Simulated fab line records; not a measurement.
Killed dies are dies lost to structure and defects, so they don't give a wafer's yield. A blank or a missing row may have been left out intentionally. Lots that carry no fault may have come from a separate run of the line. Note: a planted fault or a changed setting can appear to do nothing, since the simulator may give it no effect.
Check of tool commonality / flow sky130 / 13 lots and 39 wafers in the sample

THE REASON FOR OPENING IT
At SKY_SD_N_CD_MEAS_07 the reading cd_nm is flagged on 1 of 13 lots. Wafers without a fault read 379.4 nm, standard deviation 2.6.
Rule: flag the lot when none of its wafers has a number, or when each of its wafers that has one lies beyond 4 standard deviations from that mean. The other lots count as sound.

lot=L241; measured=day 28 05:02; on=cd_sem-01; cd_nm (nm), wafer by wafer=377.9 381.5 378.8; flag=
lot=L242; measured=day 28 17:10; on=cd_sem-02; cd_nm (nm), wafer by wafer=377.5 377.8 377.3; flag=
lot=L243; measured=day 29 02:52; on=cd_sem-01; cd_nm (nm), wafer by wafer=377.6 376.2 376.3; flag=
lot=L244; measured=day 29 07:57; on=cd_sem-01; cd_nm (nm), wafer by wafer=379.8 382.3 380.8; flag=
lot=L245; measured=day 29 13:35; on=cd_sem-01; cd_nm (nm), wafer by wafer=377.0 380.5 376.3; flag=
lot=L246; measured=day 29 21:47; on=cd_sem-01; cd_nm (nm), wafer by wafer=378.3 378.5 376.0; flag=
lot=L247; measured=day 30 07:16; on=cd_sem-01; cd_nm (nm), wafer by wafer=381.1 381.7 383.5; flag=
lot=L249; measured=day 30 22:13; on=cd_sem-01; cd_nm (nm), wafer by wafer=383.5 381.2 380.8; flag=
lot=L250; measured=day 31 15:00; on=cd_sem-01; cd_nm (nm), wafer by wafer=329.4 330.6 330.9; flag=FLAGGED
lot=L252; measured=day 32 02:46; on=cd_sem-01; cd_nm (nm), wafer by wafer=381.9 384.3 383.9; flag=
lot=L261; measured=day 34 19:56; on=cd_sem-01; cd_nm (nm), wafer by wafer=375.6 374.4 374.3; flag=
lot=L262; measured=day 35 02:08; on=cd_sem-02; cd_nm (nm), wafer by wafer=376.2 377.7 377.0; flag=
lot=L263; measured=day 35 23:16; on=cd_sem-01; cd_nm (nm), wafer by wafer=378.9 377.2 379.9; flag=
The numbers of the flagged lots are 330.3 nm on average: -49.1 nm against the usual, or -19 standard deviations.

EACH LOT AND THE TOOL IT RAN ON
2 process steps preceding the reading are held in the record, out of 708 steps in the route. Cell contents, in order: the tool; ch with the chambers the sampled wafers went through; the start.
lot=L241; flag=; SKY_POLY_CUT_ETCH_11=rie_diel-02 ch 0,1, day 24 13:22; SKY_SD_N_EXPOSE_04=iline_stepper-02 ch 0, day 27 14:22
lot=L242; flag=; SKY_POLY_CUT_ETCH_11=rie_diel-03 ch 1,2,3, day 25 02:38; SKY_SD_N_EXPOSE_04=iline_stepper-01 ch 0, day 28 03:27
lot=L243; flag=; SKY_POLY_CUT_ETCH_11=rie_diel-03 ch 1,2,3, day 25 13:40; SKY_SD_N_EXPOSE_04=iline_stepper-02 ch 0, day 28 13:37
lot=L244; flag=; SKY_POLY_CUT_ETCH_11=rie_diel-02 ch 0,3, day 25 17:22; SKY_SD_N_EXPOSE_04=iline_stepper-01 ch 0, day 28 17:55
lot=L245; flag=; SKY_POLY_CUT_ETCH_11=rie_diel-02 ch 1,2, day 25 23:33; SKY_SD_N_EXPOSE_04=iline_stepper-02 ch 0, day 28 23:26
lot=L246; flag=; SKY_POLY_CUT_ETCH_11=rie_diel-01 ch 0,1,3, day 26 07:35; SKY_SD_N_EXPOSE_04=iline_stepper-02 ch 0, day 29 07:39
lot=L247; flag=; SKY_POLY_CUT_ETCH_11=rie_diel-02 ch 0,3, day 26 17:40; SKY_SD_N_EXPOSE_04=iline_stepper-02 ch 0, day 29 17:35
lot=L249; flag=; SKY_POLY_CUT_ETCH_11=rie_diel-03 ch 1,2,3, day 27 09:13; SKY_SD_N_EXPOSE_04=iline_stepper-02 ch 0, day 30 08:52
lot=L250; flag=FLAGGED; SKY_POLY_CUT_ETCH_11=rie_diel-03 ch 1,2,3, day 28 01:58; SKY_SD_N_EXPOSE_04=iline_stepper-02 ch 0, day 31 01:19
lot=L252; flag=; SKY_POLY_CUT_ETCH_11=rie_diel-01 ch 0,2,3, day 28 14:07; SKY_SD_N_EXPOSE_04=iline_stepper-01 ch 0, day 31 12:48
lot=L261; flag=; SKY_POLY_CUT_ETCH_11=rie_diel-01 ch 0,3, day 31 09:25; SKY_SD_N_EXPOSE_04=iline_stepper-01 ch 0, day 34 06:17
lot=L262; flag=; SKY_POLY_CUT_ETCH_11=rie_diel-01 ch 0,3, day 31 17:19; SKY_SD_N_EXPOSE_04=iline_stepper-01 ch 0, day 34 13:38
lot=L263; flag=; SKY_POLY_CUT_ETCH_11=rie_diel-02 ch 0,2,3, day 32 14:11; SKY_SD_N_EXPOSE_04=iline_stepper-01 ch 0, day 35 10:10
These steps, and what they do:
- SKY_POLY_CUT_ETCH_11: etches Si3N4 in CF4/CH2F2/Ar, stops on poly-Si, time 42.5 s, target depth 60 nm.
- SKY_SD_N_EXPOSE_04: exposes mask NSDM, target cd 380 nm.
- SKY_SD_N_CD_MEAS_07: target cd 380 nm.

FLAGGED AGAINST TOTAL, ONE TOOL AT A TIME (gauges that did the reading follow at the end)
step=SKY_POLY_CUT_ETCH_11; tool=rie_diel-01; lots run=4; flagged=0; share of the flagged lots=none; sound lots run after its first flagged lot=-
step=SKY_POLY_CUT_ETCH_11; tool=rie_diel-02; lots run=5; flagged=0; share of the flagged lots=none; sound lots run after its first flagged lot=-
step=SKY_POLY_CUT_ETCH_11; tool=rie_diel-03; lots run=4; flagged=1; share of the flagged lots=all; sound lots run after its first flagged lot=0
step=SKY_SD_N_EXPOSE_04; tool=iline_stepper-01; lots run=6; flagged=0; share of the flagged lots=none; sound lots run after its first flagged lot=-
step=SKY_SD_N_EXPOSE_04; tool=iline_stepper-02; lots run=7; flagged=1; share of the flagged lots=all; sound lots run after its first flagged lot=0
step=SKY_SD_N_CD_MEAS_07; tool=cd_sem-01; lots run=11; flagged=1; share of the flagged lots=all; sound lots run after its first flagged lot=3 (L252,L261,L263)
step=SKY_SD_N_CD_MEAS_07; tool=cd_sem-02; lots run=2; flagged=0; share of the flagged lots=none; sound lots run after its first flagged lot=-

WHAT THE TABLE PERMITS
All flagged lots were run by 3 table rows, namely rie_diel-03 at SKY_POLY_CUT_ETCH_11, iline_stepper-02 at SKY_SD_N_EXPOSE_04, cd_sem-01 at SKY_SD_N_CD_MEAS_07.
- rie_diel-03 at SKY_POLY_CUT_ETCH_11: 1 of its 4 lots flagged. Last sound lot L249 at day 27 09:13, first flagged lot L250 at day 28 01:58; a fault beginning in between fits.
- iline_stepper-02 at SKY_SD_N_EXPOSE_04: 1 of its 7 lots flagged. Last sound lot L249 at day 30 08:52, first flagged lot L250 at day 31 01:19; a fault beginning in between fits.
- cd_sem-01 at SKY_SD_N_CD_MEAS_07: 1 of its 11 lots flagged. After the first flagged lot (L252, L261, L263), sound lots still ran on it; a lasting fault on the whole tool would not permit that.
A lot count leaves these 2 tools indistinguishable: every one of them fits a fault beginning at some hour. More lots, or a look at what each step does to the wafer, might.

WHAT HAD BEEN PUT IN BY THE SIMULATOR
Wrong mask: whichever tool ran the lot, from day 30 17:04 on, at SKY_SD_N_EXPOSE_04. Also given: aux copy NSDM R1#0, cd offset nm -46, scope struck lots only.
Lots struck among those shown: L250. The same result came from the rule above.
